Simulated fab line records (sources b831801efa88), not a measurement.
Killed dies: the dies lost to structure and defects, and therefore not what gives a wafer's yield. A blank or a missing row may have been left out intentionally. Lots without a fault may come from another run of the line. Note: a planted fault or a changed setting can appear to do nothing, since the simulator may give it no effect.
Which tool did it? -- flow sky130 -- 18 wafers sampled from 6 lots at 1 step of a route of 708

== WHAT EACH GAUGE READ, for each wafer ==
SKY_LDD_P_CD_MEAS_07: the cd target is 380 nm.
lot,measured,on,cd nm (nm)
L661,day 19 12:52,cd sem-01,375.5 376.6 375.6
L665,day 20 15:49,cd sem-01,380.3 380.8 379.5
L669,day 22 05:06,cd sem-01,377.9 379.5 379.5
L676,day 24 16:31,cd sem-01,377.0 379.9 378.5
L681,day 26 02:06,cd sem-01,380.0 384.1 382.4
L683,day 26 10:29,cd sem-01,376.7 378.0 377.9

== WHAT TOOL EACH LOT RAN ON (gives the tool, then ch and the chambers of the sampled wafers, and finally the start) ==
Record: no process step prior to these readings.

== THE ANSWER, worked out from the rows above alone ==
Rule: usual is defined by the lots themselves. Put in order of their means at a reading, lots are off if they are a third of the lots or fewer, leave a main group of 4 or more, and stand apart from it by a gap of 3 or more times the standard deviation of the main group's means; of several such gaps the widest counts. If all means in a main group match to the digits the tables above print for the reading, that group is not used. Also off: a lot with no number at a reading for which 4 or more lots have one. Any other lot the step has rows for is counted as sound.
No lot is off at any reading shown: from this, nothing can be told.

== WHAT THE SIMULATOR HAD PUT IN ==
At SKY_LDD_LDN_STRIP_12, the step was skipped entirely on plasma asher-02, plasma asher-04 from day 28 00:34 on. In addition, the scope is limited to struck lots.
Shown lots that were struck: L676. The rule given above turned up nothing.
